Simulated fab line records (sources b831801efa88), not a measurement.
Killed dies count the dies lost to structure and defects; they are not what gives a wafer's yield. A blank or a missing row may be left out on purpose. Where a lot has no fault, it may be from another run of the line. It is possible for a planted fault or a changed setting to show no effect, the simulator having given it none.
Comparing a struck lot with a sound one	flow sky130	17 out of 708 route steps
Sound: the wafers L832.2, L832.5, L832.6. The struck wafers were L841.1, L841.2, L841.5. At the end, the cause is stated.
For every step that has rows: the tool of each side, followed by ch and its chambers, followed by its first start. Under that, the readings that differ: sound wafers	struck wafers	difference of the means	sigmas: that difference in standard deviations of wafers without a fault.
alike: a reading whose means differ by less than 2 such deviations, as well as words and numbers matching on both sides. not compared: withheld readings; readings where some wafer has no value; bounds like >300 that might hide an equal value; numbers whose values overlap and for which the record gives no deviation.
Wherever a step has rows on one side only, a row that says differs or no value, or a row with sigmas, the two part there. Numbers that have no deviation but don't overlap get no sigmas and don't part them. A reading missing from all wafers of one side parts the sides only when that side holds two or more wafers.

first, 1 step without rows for these wafers: SKY_VT_ADJUST_LVTN_IMPLANT_19.
SKY_VT_ADJUST_LVTN_STRIP_20: strips in O2/N2.
  sound on plasma asher-01 ch 0,1, day 8 00:24; struck on plasma asher-03 ch 0,1, day 10 13:04
reading	sound	struck	difference	sigmas
strip time to endpoint s (s)	14.23 14.21 14.27	14.11 14.13 14.15	-0.11	-3
  alike: drypump motor current A, oes product au
  not compared: rf hours counter h
SKY_VT_ADJUST_LVTN_TW_MEAS_21:
  struck on film metro-03, day 10 13:10; sound on film metro-03, day 8 00:31
  alike: VT_ADJUST_LVTN_2_TW
then, 7 steps without rows for these wafers: SKY_VT_ADJUST_NCORE_DEHYDRATE_00 (time 60 s); SKY_VT_ADJUST_NCORE_HMDS_01 (prime time 60 s); SKY_VT_ADJUST_NCORE_COAT_02 (resist thk 1121 nm); SKY_VT_ADJUST_NCORE_SOFTBAKE_03 (time 60 s); SKY_VT_ADJUST_NCORE_EXPOSE_04 (exposes mask LVTN COMPLEMENT THIN, target cd 380 nm); SKY_VT_ADJUST_NCORE_PEB_05; SKY_VT_ADJUST_NCORE_DEVELOP_06 (develop time 60 s).
SKY_VT_ADJUST_NCORE_CD_MEAS_07: the cd target is 380 nm.
  struck on cd sem-01, day 11 12:07; sound on cd sem-02, day 8 20:20
  alike: cd nm
SKY_VT_ADJUST_NCORE_OVL_MEAS_08:
  struck on overlay-01, day 11 12:14; sound on overlay-02, day 8 20:26
  alike: VT_ADJUST_NCORE_OVL
SKY_VT_ADJUST_NCORE_IMPLANT_09:
  sound on implanter-02 ch 0, day 8 20:29; struck on implanter-02 ch 0, day 11 12:35
  alike: faraday current uA
SKY_VT_ADJUST_NCORE_STRIP_10: strips in O2/N2.
  sound on plasma asher-02 ch 0,1, day 8 20:37; struck on plasma asher-04 ch 0,1, day 11 12:52
  alike: drypump motor current A, oes product au, strip time to endpoint s
  not compared: rf hours counter h
SKY_VT_ADJUST_NCORE_TW_MEAS_11:
  struck on film metro-01, day 11 13:04; sound on film metro-03, day 8 20:44
reading	sound	struck	difference	sigmas
VT_ADJUST_NCORE_TW	222.2 221.1 220.4	267.0 266.3 266.3	+45.3	+24
then, 1 step without rows for these wafers: SKY_VT_ADJUST_HVTR_DEHYDRATE_00 (time 60 s).
-- the record jumps here: 38 days lie between the struck wafers' starts before and after (it left off in module VT_ADJUST_HVTR and takes up again in module PAD_OPEN, whose first step shown is number 708 of the route) --
SKY_PAD_OPEN_PROBE_99:
  the record has rows for the struck wafers here (prober-02, day 49 02:07) and none for the sound ones

== WHERE THEY PART ==
Last at SKY_PAD_OPEN_PROBE_99 as far as this record goes, first at SKY_VT_ADJUST_LVTN_STRIP_20.

WHY: whatever the simulator had introduced
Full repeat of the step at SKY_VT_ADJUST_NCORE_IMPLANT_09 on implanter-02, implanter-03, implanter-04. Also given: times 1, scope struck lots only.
